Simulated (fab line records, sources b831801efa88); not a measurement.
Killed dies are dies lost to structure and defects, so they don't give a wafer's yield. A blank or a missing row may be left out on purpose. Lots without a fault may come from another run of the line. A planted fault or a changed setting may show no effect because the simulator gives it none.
fab line records | flow sky130
record lots=6 wafers=18 last_day=49
route steps=708 shown METAL2@503 VIA2@507 PAD_OPEN@708
lots that met no fault: from a run of the same line without faults
start_h: hours from the record's first day to the start of the lot's first wafer shown | wait_h: hours since the lot's step before | " the same as in the row above | L1.1+2: a row that stands for several wafers | - no value, or no start given | * or withheld: withheld | < > ~ a bound
route shown NAME@n: a module of which the file shows steps, and the number in the route of the first | usual: mean/standard deviation of fault-free wafers | same: alike in all rows | chamber/n: place in a boat | sites: the reading at each site | _std_site: their standard deviation | _edge_site: outer sites' mean less inner sites' | radius_mm: how far each site lies from the wafer's centre | mask NAME#n: copy n | behind: the tool/chamber that last shaped the wafer | hold: why the lot was held/for how many hours/how that ended | device: the transistor (n, p or np) that didn't switch | end of line: the same wafers' tests at the end of the route | a step without rows: its recipe alone | killed: dies lost to structure and defects at the first sort, not the wafer's yield | map: a wafer's dies, x killed, . not, _ none there
set.NAME: the setting as run; set.NAME@STEP: as run at that earlier step | model.NAME: the simulator's own value behind a step, which no gauge read
lots at some steps of the route; a table a step, a row a wafer
services: from which hour (start_h, from the record's first day; less than 0 if before it) a tool's chamber was out of use, for how many hours, and why
## steps
# step SKY_METAL2_STRIP_20
# recipe chemistry=O2/N2 power_w=1400 pressure_mtorr=1500 platen_temp_c=withheld o2_flow_sccm=3000 n2_flow_sccm=300 overash_fraction=0.5
# usual drypump_motor_current_A=5.8/0.5 o2_flow_sccm=3000/9.3 oes_product_au=0.343/0.0046 strip_time_to_endpoint_s=2.69/0.035
# same overash_fraction=0.5
# columns lot.wafer tool chamber start_h wait_h drypump_motor_current_A o2_flow_sccm oes_product_au rf_hours_counter_h strip_time_to_endpoint_s
L846.1 plasma_asher-02 0 831.06 0.1 5.1 2996 0.343 9 2.67
L846.5 " 1 " " 6.4 2995 0.344 - 2.72
L846.6 " 0 " " 5.1 2989 0.341 - 2.68
L852.2 plasma_asher-02 1 881.25 0.1 6.4 2990 0.346 14 2.70
L852.3 " 1 " " 6.4 2986 0.349 - 2.72
L852.5 " 0 " " 5.1 3012 0.341 - 2.71
L855.1 plasma_asher-04 1 905.36 0.1 5.7 3003 0.339 45 2.67
L855.3 " 1 " " 5.7 2999 0.348 - 2.64
L855.4 " 0 " " 5.9 2983 0.338 - 2.64
L860.2 plasma_asher-02 1 943.30 0.1 6.4 3015 0.339 20 2.75
L860.3 " 0 " " 5.1 3022 0.340 - 2.68
L860.5 " 0 " " 5.1 3023 0.339 - 2.67
L862.2 plasma_asher-02 1 946.41 0.1 6.5 3005 0.346 20 2.67
L862.5 " 0 " " 5.1 3007 0.350 - 2.71
L862.6 " 1 " " 6.4 2984 0.336 - 2.69
L863.1 plasma_asher-02 0 949.35 0.1 5.1 2995 0.343 21 2.70
L863.3 " 0 " " 5.1 2979 0.345 - 2.72
L863.4 " 1 " " 6.4 3005 0.332 - 2.66
# step SKY_METAL2_STRIP_21
# recipe chemistry=post_etch_residue_remover time_s=1200 temp_c=72.5
# step SKY_METAL2_CLEAN_22
# recipe chemistry=IPA time_s=180 temp_c=25
# step SKY_METAL2_CLEAN_23
# recipe chemistry=O3/DIW dry=n2_spin
# step SKY_VIA2_HDPCVD_00
# recipe material=SiO2 target_thk_nm=1180 sigma_open_frac=0.3 time_s=196.7 temp_c=400 sih4_flow_sccm=60 pressure_mtorr=6
# step SKY_VIA2_THK_MEAS_01
# recipe reads=SiO2_of_VIA2_HDPCVD_00
# usual VIA2_HDPCVD_THK=1186/11
# columns lot.wafer tool chamber start_h wait_h VIA2_HDPCVD_THK[nm]
L846.1 film_metro-04 - 831.77 0.1 1194
L846.5 " - " " 1200
L846.6 " - " " 1206
L852.2 film_metro-01 - 882.07 0.2 1181
L852.3 " - " " 1187
L852.5 " - " " 1180
L855.1 film_metro-04 - 906.51 0.1 1167
L855.3 " - " " 1176
L855.4 " - " " 1184
L860.2 film_metro-04 - 944.06 0.1 1185
L860.3 " - " " 1180
L860.5 " - " " 1195
L862.2 film_metro-04 - 947.14 0.1 1181
L862.5 " - " " 1177
L862.6 " - " " 1190
L863.1 film_metro-02 - 950.07 0.1 1178
L863.3 " - " " 1178
L863.4 " - " " 1192
# step SKY_VIA2_CMP_02
# recipe material=SiO2 down_force_psi=4 platen_rpm=60 pad_velocity_m_s=0.94248
# usual motor_current_A=11.9/0.83 retaining_ring_pressure_frac=1.001/0.0045
# columns lot.wafer tool chamber start_h wait_h motor_current_A retaining_ring_pressure_frac
L846.1 cmp-02 2 831.93 0.1 12.1 0.996
L846.6 " 0 " " 11.2 1.005
L846.5 " 1 " " 12.2 1.001
L852.2 cmp-02 2 882.12 0.0 12.1 0.996
L852.3 " 3 " " 11.8 1.003
L852.5 " 3 " " 11.4 1.003
L855.1 cmp-01 2 906.57 0.1 11.7 1.003
L855.4 " 0 " " 12.1 0.995
L855.3 " 1 " " 10.7 1.001
L860.3 cmp-02 3 944.21 0.1 11.5 1.001
L860.2 " 0 " " 10.9 0.999
L860.5 " 1 " " 12.1 1.010
L862.2 cmp-02 0 947.19 0.0 11.2 1.007
L862.5 " 0 " " 11.7 0.996
L862.6 " 1 " " 12.7 1.006
L863.4 cmp-01 0 950.26 0.2 11.8 1.000
L863.3 " 1 " " 10.3 1.000
L863.1 " 3 " " 13.9 1.000
# step SKY_VIA2_BOW_MEAS_03
# recipe mode=bow
# usual VIA2_BOW=85/7.4
# columns lot.wafer tool chamber start_h wait_h VIA2_BOW[um]
L846.1 film_metro-01 - 832.13 0.1 89
L846.5 " - " " 94
L846.6 " - " " 81
L852.2 film_metro-01 - 882.44 0.3 90
L852.3 " - " " 76
L852.5 " - " " 91
L855.1 film_metro-01 - 906.87 0.2 85
L855.3 " - " " 86
L855.4 " - " " 86
L860.2 film_metro-04 - 944.43 0.1 81
L860.3 " - " " 94
L860.5 " - " " 88
L862.2 film_metro-01 - 947.51 0.3 101
L862.5 " - " " 92
L862.6 " - " " 87
L863.1 film_metro-01 - 950.56 0.1 83
L863.3 " - " " 96
L863.4 " - " " 82
# step SKY_VIA2_DEHYDRATE_04
# recipe temp_c=200 time_s=60
# step SKY_VIA2_HMDS_05
# recipe prime_time_s=60 prime_temp_c=120
# step SKY_VIA2_COAT_06
# recipe resist=BARC temp_c=withheld time_s=withheld spin_rpm=3000 resist_thk_nm=60
# step SKY_VIA2_COAT_07
# recipe resist=KrF-thick spin_rpm=3000 resist_thk_nm=450
# step SKY_VIA2_SOFTBAKE_08
# recipe temp_c=100 time_s=90 resist=KrF-thick
# usual heater_power_total_W=57.36/0.11 run_length_s=119.14/0.14
# columns lot.wafer tool chamber start_h wait_h heater_power_total_W run_length_s
L846.1 litho_track-02 0 845 - 57.43 119.17
L846.5 " 0 " " 57.25 119.13
L846.6 " 0 " " 57.37 119.30
L852.2 litho_track-03 0 894 - 57.29 119.11
L852.3 " 0 " " 57.25 119.03
L852.5 " 0 " " 57.26 119.05
L855.1 litho_track-02 0 919 - 57.44 119.31
L855.3 " 0 " " 57.45 119.07
L855.4 " 0 " " 57.43 119.08
L860.2 litho_track-04 0 956 - 57.41 118.89
L860.3 " 0 " " 57.54 118.95
L860.5 " 0 " " 57.20 118.93
L862.2 litho_track-02 0 959 - 61.39 103.19
L862.5 " 0 960 - 61.04 103.43
L862.6 " 0 " " 61.34 103.33
L863.1 litho_track-02 0 963 - 61.17 103.20
L863.3 " 0 " " 61.16 103.22
L863.4 " 0 " " 61.11 103.15
# step SKY_VIA2_EXPOSE_09
# recipe mask_id=VIM2 na=0.8 source_shape=annular sigma_inner=0.55 sigma_outer=0.85 target_cd_nm=200 dose_mj=38
# step SKY_PAD_OPEN_PROBE_99
# usual defect_limited_yield=82.7/2 killed_at_M0_to_M3=42/6.8 killed_at_M4_up=3.2/1.8 killed_at_contacts=25/5.4 killed_at_front_end=15/4.5 killed_at_other=0.3/0.56 killed_dies=85/9.7 killed_open=46/7.1 killed_short=39/6.5 sort_bin_3_pad_short=0.9/0.42 sort_bin_5_function=10.4/1.5 sort_bin_6_memory=6.1/1.1 sort_n_pass=407/9.7 sort_yield_pct=82.7/2
# same gross_dies=492 killed_at_back_side=0 sort_bin_4_leakage[%]=0 sort_bin_8_speed[%]=0
# columns lot.wafer tool chamber start_h wait_h defect_limited_yield[%] killed_at_M0_to_M3 killed_at_M4_up killed_at_contacts killed_at_front_end killed_at_other killed_dies killed_open killed_short sort_bin_3_pad_short[%] sort_bin_5_function[%] sort_bin_6_memory[%] sort_n_pass sort_yield_pct[%]
L846.1 prober-01 - 1086.48 0.1 79.3 49 4 27 22 0 102 52 50 1.8 11.8 7.1 390 79.3
L846.5 prober-01 - 1086.68 0.2 84.8 33 4 22 16 0 75 44 31 0.6 8.7 5.9 417 84.8
L846.6 prober-01 - 1086.73 0.2 82.3 41 4 29 13 0 87 39 48 1.0 10.6 6.1 405 82.3
L852.2 prober-01 - 1123.53 0.1 83.7 29 5 32 14 0 80 35 44 1.0 9.1 6.1 412 83.7
L852.3 prober-01 - 1123.58 0.2 83.3 43 2 23 13 1 82 46 36 1.2 10.2 5.3 410 83.3
L852.5 prober-01 - 1123.68 0.2 82.5 47 2 25 12 0 86 46 39 1.2 10.8 5.5 406 82.5
L860.2 prober-01 - 1171.58 0.1 80.9 39 8 30 17 0 94 46 46 0.8 9.6 8.7 398 80.9
L860.3 prober-01 - 1171.63 0.2 80.5 54 3 23 16 0 96 52 43 1.0 13.6 4.9 396 80.5
L860.5 prober-01 - 1171.73 0.2 78.7 54 5 33 13 0 105 70 35 0.2 13.0 8.1 387 78.7
L863.1 prober-01 - 1176.23 0.1 81.9 42 2 28 17 0 89 41 48 1.2 9.8 7.1 403 81.9
L863.3 prober-01 - 1176.33 0.2 80.7 42 6 34 12 1 95 46 49 1.0 11.0 7.3 397 80.7
L863.4 prober-01 - 1176.38 0.2 83.7 44 1 26 9 0 80 43 37 0.8 9.3 6.1 412 83.7
# killed by level:class
L846.1 VIA1:geometric_particle:open=11 CONTACT:geometric_particle:open=9 METAL2:geometric_particle:short=7 CONTACT:geometric_particle:short=7 POLY_GATE:geometric_particle:open=6 VIA2:geometric_particle:short=6 LI_CONTACT:geometric_particle:open=6 METAL1:geometric_particle:short=6
L846.5 VIA1:geometric_particle:open=8 FIELD_ISO:geometric_particle:short=7 LI_CONTACT:geometric_particle:open=7 VIA2:geometric_particle:open=7 CONTACT:geometric_particle:open=6 CONTACT:geometric_particle:short=4 POLY_GATE:geometric_particle:open=4 METAL4:geometric_particle:short=4
L846.6 VIA1:geometric_particle:short=11 LI_CONTACT:geometric_particle:open=8 CONTACT:geometric_particle:open=8 CONTACT:geometric_particle:short=7 VIA2:geometric_particle:open=7 FIELD_ISO:geometric_particle:short=5 METAL2:geometric_particle:short=5 FIELD_ISO:geometric_particle:open=4
L852.2 CONTACT:geometric_particle:open=9 LI_CONTACT:geometric_particle:open=7 LOCAL_INTERCONNECT:geometric_particle:short=6 CONTACT:geometric_particle:short=5 VIA1:geometric_particle:open=5 METAL2:geometric_particle:short=5 POLY_GATE:geometric_particle:short=4 LI_CONTACT:geometric_particle:short=4
L852.3 VIA1:geometric_particle:open=12 LI_CONTACT:geometric_particle:open=6 CONTACT:geometric_particle:open=6 CONTACT:geometric_particle:short=5 VIA2:geometric_particle:open=5 METAL2:geometric_particle:short=5 METAL2:geometric_particle:open=5 FIELD_ISO:geometric_particle:short=4
L852.5 VIA1:geometric_particle:open=12 CONTACT:geometric_particle:open=8 METAL2:geometric_particle:short=8 VIA1:geometric_particle:short=6 VIA2:geometric_particle:open=6 LI_CONTACT:geometric_particle:short=5 LI_CONTACT:geometric_particle:open=5 POLY_GATE:geometric_particle:open=4
L860.2 VIA1:geometric_particle:open=10 CONTACT:geometric_particle:open=9 FIELD_ISO:geometric_particle:open=7 LI_CONTACT:geometric_particle:open=7 CONTACT:geometric_particle:short=6 METAL4:geometric_particle:short=5 LOCAL_INTERCONNECT:geometric_particle:short=5 METAL1:geometric_particle:short=5
L860.3 CONTACT:geometric_particle:open=9 LI_CONTACT:geometric_particle:open=8 VIA3:geometric_particle:open=8 VIA1:geometric_particle:open=8 FIELD_ISO:geometric_particle:short=7 METAL1:geometric_particle:short=6 VIA1:geometric_particle:short=5 METAL2:geometric_particle:open=5
L860.5 VIA1:geometric_particle:open=19 CONTACT:geometric_particle:open=16 VIA3:geometric_particle:open=11 LI_CONTACT:geometric_particle:open=10 FIELD_ISO:geometric_particle:open=4 POLY_GATE:geometric_particle:short=4 CONTACT:geometric_particle:short=4 VIA1:geometric_particle:short=4
L863.1 CONTACT:geometric_particle:open=9 VIA2:geometric_particle:open=9 FIELD_ISO:geometric_particle:short=7 METAL1:geometric_particle:short=7 LI_CONTACT:geometric_particle:open=6 LOCAL_INTERCONNECT:geometric_particle:short=6 CONTACT:geometric_particle:short=6 POLY_GATE:geometric_particle:short=4
L863.3 LOCAL_INTERCONNECT:geometric_particle:short=10 CONTACT:geometric_particle:open=10 VIA2:geometric_particle:open=9 LI_CONTACT:geometric_particle:open=7 VIA3:geometric_particle:short=7 VIA1:geometric_particle:open=6 METAL4:geometric_particle:short=5 VIA2:geometric_particle:short=5
L863.4 VIA1:geometric_particle:open=10 LOCAL_INTERCONNECT:geometric_particle:short=7 CONTACT:geometric_particle:open=7 METAL1:geometric_particle:open=7 METAL1:geometric_particle:short=6 VIA3:geometric_particle:open=6 METAL2:geometric_particle:short=5 FIELD_ISO:geometric_particle:short=4
## services
# columns tool chamber start_h hours kind
litho_track-03 - 838.29 - consumable_replace:filter
cmp-02 - 839.38 2.3 repair
cmp-02 - 856.23 11.6 pm
litho_track-03 - 881.64 - consumable_replace:filter
cmp-01 - 896.85 4.7 pm
plasma_asher-04 - 906.97 2.8 pm
cmp-01 - 912.01 4.0 pm
cmp-01 - 916.01 - consumable_replace:conditioner
cmp-01 - 916.01 - consumable_replace:pad
cmp-01 - 934.81 3.2 repair
cmp-01 - 936.22 2.3 repair
cmp-01 - 940.14 0.8 repair
plasma_asher-02 - 947.82 1.1 repair
plasma_asher-02 - 951.98 23.5 repair
cmp-01 - 952.18 4.1 repair
cmp-01 - 963.14 1.5 repair
## key
first_sign step=SKY_VIA2_SOFTBAKE_08 reading=run_length_s direction=down sigmas=99+ usual=* struck=*
effect step=SKY_VIA2_SOFTBAKE_08 reading=heater_power_total_W direction=up sigmas=34 usual=* struck=*
met_at SKY_VIA2_SOFTBAKE_08
struck_wafers L862.2,L862.5,L862.6,L863.1,L863.3,L863.4
onset_between 919 959
fault kind=process_parameter_drift tool=litho_track-02 chamber=- onset_h=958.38 steps=SKY_VIA2_SOFTBAKE_08 channel=time_s offset=* shape=step end_h=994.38 acts_in=* stated=*
